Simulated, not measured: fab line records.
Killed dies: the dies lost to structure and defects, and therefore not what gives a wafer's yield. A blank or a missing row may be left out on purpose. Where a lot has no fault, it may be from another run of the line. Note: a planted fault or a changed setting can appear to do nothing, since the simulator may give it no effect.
Matching of chambers -- flow sky130 -- SKY_VIA4_CMP_21 on cmp-01 has 4 sister chambers
The step polishes, stops on SiO2, t overpolish 25 s, target thk 0 nm. 20 wafers are shown with their chamber, then 10 later ones without.

WAFERS WITH THEIR CHAMBER
wafer,chamber,motor current A (A),time to endpoint s (s),edge zone pressure frac
L981.2,0,10.9,127,0.999
L981.3,3,9.7,119,0.998
L981.5,2,11.7,123,1.002
L983.2,3,10.2,115,0.998
L983.3,1,10.9,116,1.006
L983.5,2,11.2,115,0.994
L986.1,2,10.7,122,1.006
L986.2,3,9.9,119,1.000
L986.6,1,11.5,117,0.999
L988.2,0,11.2,125,1.000
L988.3,1,11.3,120,1.003
L988.4,3,10.1,126,0.992
L992.2,2,10.6,121,1.006
L992.4,3,10.0,117,0.998
L992.5,1,10.7,118,0.998
L991.2,1,10.6,123,1.005
L991.4,2,11.3,124,1.000
L991.5,0,11.1,122,0.999
L994.1,2,10.8,129,0.997
L994.2,3,9.5,124,0.999

SIGNATURES, as means of the wafers listed above
reading,chamber 0,chamber 1,chamber 2,chamber 3,scatter within a chamber
motor current A,11.067,11.000,11.050,9.900,0.343
time to endpoint s,124.67,118.80,122.33,120.00,3.83
edge zone pressure frac,0.99933,1.00220,1.00083,0.99750,0.0036
Rule: for each reading, subtract the chamber's mean from the wafer's reading, divide by that reading's scatter and square the result; add these up over the readings and take the root, which gives the wafer's distance from the chamber. If the next closest chamber is less than 2 further off than the closest, the wafer can't be placed; otherwise it belongs to the closest. The scatter: the root of (the sum of the squares of (reading less its chamber's mean) over the shown wafers, divided by (wafers less chambers)).

WAFERS WITHOUT THEIR CHAMBER
wafer,motor current A (A),time to endpoint s (s),edge zone pressure frac
L994.5,11.2,123,1.002
L997.1,10.2,121,0.993
L997.2,10.6,122,1.002
L997.6,10.7,122,1.002
L999.1,9.5,125,0.998
L999.5,11.1,123,1.003
L999.6,12.0,128,1.002
L104.3,10.0,122,1.002
L104.5,10.5,120,1.004
L104.6,11.0,120,1.000

THE CHAMBER EACH PASSED THROUGH
wafer,from the rows above,in truth
L994.5,can't be placed: 2 or 0 or 1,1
L997.1,can't be placed: 3 or 0 or 2 or 1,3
L997.2,can't be placed: 2 or 1 or 0 or 3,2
L997.6,can't be placed: 2 or 1 or 0 or 3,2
L999.1,3,3
L999.5,can't be placed: 2 or 0 or 1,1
L999.6,can't be placed: 0 or 2 or 1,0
L104.3,can't be placed: 3 or 1 or 2 or 0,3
L104.5,can't be placed: 1 or 2 or 0 or 3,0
L104.6,can't be placed: 2 or 1 or 0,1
Correctly placed: 1 of 10. Not placeable from these rows: 9 (in 9, the candidates include the true chamber). Wrongly placed: 0.
